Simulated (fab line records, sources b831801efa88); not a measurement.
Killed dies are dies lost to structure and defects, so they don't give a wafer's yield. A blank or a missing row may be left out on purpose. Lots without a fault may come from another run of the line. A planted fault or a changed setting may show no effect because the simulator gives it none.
Which tool did it? | flow gf180mcu | 12 lots, 36 wafers sampled, at 4 steps of a route of 602

WHAT THE GAUGES READ, wafer by wafer
GF_V1_THK_MEAS_25: measures by xrf. Usual: V1_W_THK 340 nm, standard deviation 3.7.
lot  | measured     | on            | V1_W_THK (nm) | flag
L870 | day 18 03:33 | film_metro-01 | 335 339 333   |
L871 | day 18 11:16 | film_metro-03 | 343 344 340   |
L874 | day 19 14:08 | film_metro-03 | 339 336 342   |
L876 | day 20 14:32 | film_metro-03 | 341 344 341   |
L877 | day 20 19:05 | film_metro-02 | 342 348 344   |
L878 | day 21 07:25 | film_metro-02 | 337 339 339   |
L884 | day 23 10:26 | film_metro-02 | 339 340 340   |
L885 | day 23 13:10 | film_metro-02 | 343 344 343   |
L886 | day 24 04:11 | film_metro-03 | 344 340 342   |
L887 | day 24 07:05 | film_metro-01 | 336 342 339   |
L891 | day 25 13:01 | film_metro-01 | 335 337 334   |
L893 | day 26 09:04 | film_metro-02 | 338 340 340   |

GF_V2_THK_MEAS_01. Usual: V2_CVD_00_THK 600 nm, standard deviation 6.1.
lot  | measured     | on            | V2_CVD_00_THK (nm) | flag
L870 | day 19 04:47 | film_metro-04 | 603 595 607        |
L871 | day 19 13:33 | film_metro-04 | 593 597 599        |
L874 | day 20 17:16 | film_metro-04 | 597 592 594        |
L876 | day 21 15:38 | film_metro-04 | 587 595 593        |
L877 | day 21 20:37 | film_metro-01 | 603 600 603        |
L878 | day 22 08:47 | film_metro-04 | 594 601 603        |
L884 | day 24 10:28 | film_metro-01 | 593 600 598        |
L885 | day 24 12:48 | film_metro-04 | 477 472 478        | OFF
L886 | day 25 03:43 | film_metro-02 | 480 479 491        | OFF
L887 | day 25 06:01 | film_metro-04 | 481 474 472        | OFF
L891 | day 26 11:31 | film_metro-04 | 600 600 601        |
L893 | day 27 07:08 | film_metro-01 | 606 602 607        |

WHICH TOOL RAN EACH LOT (tool, then ch and the chambers of the sampled wafers, then the start)
lot  | GF_V1_CMP_26                  | GF_V2_CVD_00
L870 | cmp-01 ch 0,2,3, day 18 03:36 | hdpcvd-01 ch 0,2, day 19 04:43
L871 | cmp-01 ch 0,3, day 18 11:21   | hdpcvd-01 ch 0,2, day 19 13:28
L874 | cmp-02 ch 0,2,3, day 19 14:18 | hdpcvd-02 ch 0,2, day 20 17:11
L876 | cmp-01 ch 0,1,2, day 20 14:39 | hdpcvd-02 ch 1,2, day 21 15:34
L877 | cmp-01 ch 1,2,3, day 20 19:12 | hdpcvd-01 ch 0, day 21 20:31
L878 | cmp-01 ch 0,1,2, day 21 07:29 | hdpcvd-02 ch 0,1,2, day 22 08:43
L884 | cmp-01 ch 0,3, day 23 10:28   | hdpcvd-02 ch 0,1, day 24 10:22
L885 | cmp-01 ch 0,1,2, day 23 13:18 | hdpcvd-01 ch 0,1, day 24 12:42
L886 | cmp-02 ch 0,1,3, day 24 04:15 | hdpcvd-01 ch 0,1,2, day 25 03:38
L887 | cmp-01 ch 1,2, day 24 07:09   | hdpcvd-01 ch 0,2, day 25 05:57
L891 | cmp-02 ch 0,3, day 25 13:04   | hdpcvd-02 ch 0,2, day 26 11:26
L893 | cmp-01 ch 0,2, day 26 09:11   | hdpcvd-02 ch 0,1,2, day 27 07:03
- GF_V1_CMP_26: polishes, stops on SiO2, t overpolish 15 s, target thk 0 nm.
- GF_V2_CVD_00: deposits SiO2, target thk 600 nm, time 100 s.

WHAT THE TOOLS THEMSELVES READ (means of the sampled wafers that have a number; where no wafer has one, the mark that the record gives instead)
GF_V1_CMP_26. Usual: head_pressure_psi 3.500 psi, standard deviation 0.0074; motor_current_A 11.5 A, standard deviation 0.97; overpolish_run_s 15.000 s, standard deviation 0.0086; slurry_flow_ml_min 150.0, standard deviation 0.5; time_to_endpoint_s 85.4 s, standard deviation 2.7.
lot  | tool   | head_pressure_psi (psi) | motor_current_A (A) | overpolish_run_s (s) | slurry_flow_ml_min | time_to_endpoint_s (s) | flag
L870 | cmp-01 | 3.496                   | 12.1                | 15.002               | 149.7              | 80.3                   |
L871 | cmp-01 | 3.503                   | 11.1                | 15.001               | 150.2              | 86.2                   |
L874 | cmp-02 | 3.493                   | 12.1                | 15.004               | 150.8              | 87.3                   |
L876 | cmp-01 | 3.501                   | 11.5                | 14.999               | 150.4              | 85.9                   |
L877 | cmp-01 | 3.492                   | 11.6                | 14.995               | 149.7              | 86.5                   |
L878 | cmp-01 | 3.508                   | 11.6                | 14.991               | 149.5              | 83.1                   |
L884 | cmp-01 | 3.498                   | 11.2                | 15.000               | 150.0              | 87.1                   |
L885 | cmp-01 | 3.495                   | 11.9                | 15.002               | 150.5              | 86.5                   |
L886 | cmp-02 | 3.501                   | 10.9                | 15.003               | 150.0              | 87.7                   |
L887 | cmp-01 | 3.500                   | 12.2                | 15.004               | 149.7              | 83.9                   |
L891 | cmp-02 | 3.492                   | 11.8                | 15.004               | 150.1              | 88.0                   |
L893 | cmp-01 | 3.495                   | 12.0                | 14.999               | 149.9              | 86.0                   |

GF_V2_CVD_00. Usual: sih4_flow_sccm 59.99 sccm, standard deviation 0.18.
lot  | tool      | sih4_flow_sccm (sccm) | flag
L870 | hdpcvd-01 | 60.16                 |
L871 | hdpcvd-01 | 59.92                 |
L874 | hdpcvd-02 | 60.12                 |
L876 | hdpcvd-02 | 60.00                 |
L877 | hdpcvd-01 | 60.00                 |
L878 | hdpcvd-02 | 60.12                 |
L884 | hdpcvd-02 | 60.14                 |
L885 | hdpcvd-01 | 47.90                 | OFF
L886 | hdpcvd-01 | 48.09                 | OFF
L887 | hdpcvd-01 | 48.05                 | OFF
L891 | hdpcvd-02 | 59.89                 |
L893 | hdpcvd-02 | 60.08                 |

THE ANSWER, worked out from the rows above alone
Rule: a lot is off if the mean of its wafers that have a number lies more than 3 standard deviations from the usual mean. A lot without any number at a reading at which 4 lots or more have one is off too. The other lots that the step has rows for count as sound. The gauges are gone through in route order, then the tools' own readings, and for those a lot's mean is taken as printed above. The first step at which some lot is off is used, and at that step the reading that is off furthest; a lot without a number counts as furthest.
Off: L885, L886, L887, at GF_V2_THK_MEAS_01 (V2_CVD_00_THK).
A tool fits if, at a process step before that reading, it ran every lot that is off, and no sound lot after the first of them. The gauges at GF_V2_THK_MEAS_01 aren't tried: what is off there is off at GF_V2_CVD_00 too, on other tools, and a gauge's error can't cause that. One fits: hdpcvd-01 at GF_V2_CVD_00. Its last sound lot is L877 (day 21 20:31), its first lot that is off L885 (day 24 12:42): a fault that began between those two fits.
The tool's own readings at GF_V2_CVD_00 bear it out: on the lots that are off they differ by more than 5 times the standard deviation of the sound lots' means. sih4_flow_sccm reads 48.01 sccm there against 60.05 sccm on the sound lots.

WHAT THE SIMULATOR HAD PUT IN
Process parameter drift: hdpcvd-01, from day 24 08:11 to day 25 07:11, at GF_V2_CVD_00. Setting sih4_flow_sccm, moved by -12, from 60. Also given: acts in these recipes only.
Lots struck among those shown: L885, L886, L887. The rule above found the same.
